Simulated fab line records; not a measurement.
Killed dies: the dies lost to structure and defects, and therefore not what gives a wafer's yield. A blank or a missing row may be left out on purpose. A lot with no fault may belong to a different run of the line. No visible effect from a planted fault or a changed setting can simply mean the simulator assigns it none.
Chamber matching | flow sky130 | 4 sister chambers for SKY_FIELD_ISO_CMP_27 on cmp-01
The step polishes, stops on Si3N4, t overpolish 16 s, target thk 457.8 nm. 8 wafers are shown with their chamber, then 10 later ones without.

WAFERS PAIRED WITH THEIR CHAMBERS
wafer  | chamber | motor-current-A (A) | time-to-endpoint-s (s)
L575.1 | 3       | 12.1                | 110
L575.6 | 3       | 12.0                | 115
L579.6 | 0       | 10.7                | 109
L580.1 | 1       | 12.0                | 114
L580.3 | 2       | 12.8                | 114
L580.5 | 1       | 11.2                | 113
L581.1 | 2       | 12.8                | 110
L581.2 | 0       | 10.3                | 112

WAFERS WITH NO CHAMBER GIVEN
wafer  | motor-current-A (A) | time-to-endpoint-s (s)
L581.3 | 12.7                | 114
L586.1 | 9.6                 | 109
L586.2 | 12.2                | 111
L586.3 | 12.2                | 109
L588.3 | 13.1                | 112
L588.4 | 12.5                | 111
L588.5 | 10.9                | 113
L591.1 | 12.0                | 116
L591.4 | 12.6                | 116
L591.6 | 12.2                | 115

THE CHAMBER EACH PASSED THROUGH
wafer  | from the rows above          | in truth
L581.3 | can't be placed: 2 or 3      | 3
L586.1 | 0                            | 0
L586.2 | can't be placed: 3 or 2 or 1 | 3
L586.3 | can't be placed: 3 or 2 or 1 | 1
L588.3 | 2                            | 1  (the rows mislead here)
L588.4 | can't be placed: 2 or 3 or 1 | 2
L588.5 | can't be placed: 0 or 1      | 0
L591.1 | can't be placed: 3 or 1 or 2 | 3
L591.4 | can't be placed: 2 or 3 or 1 | 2
L591.6 | can't be placed: 3 or 1 or 2 | 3
Correct placement for 1 of the 10. Unplaceable from these rows: 8, with the true chamber sitting among the candidates in 8. Wrongly placed: 1.
How it was worked out, from the rows above alone: a wafer's distance from a chamber is the root of the sum, over the readings, of the square of ((its reading less the chamber's mean) divided by the reading's scatter). If the next closest chamber is less than 2 further off than the closest, the wafer can't be placed; otherwise it belongs to the closest. Each chamber's mean is taken over the wafers shown for it. How the scatter is found: for the shown wafers, subtract from each reading the mean of its chamber, square and add these, divide the total by (wafers less chambers), then take the root.
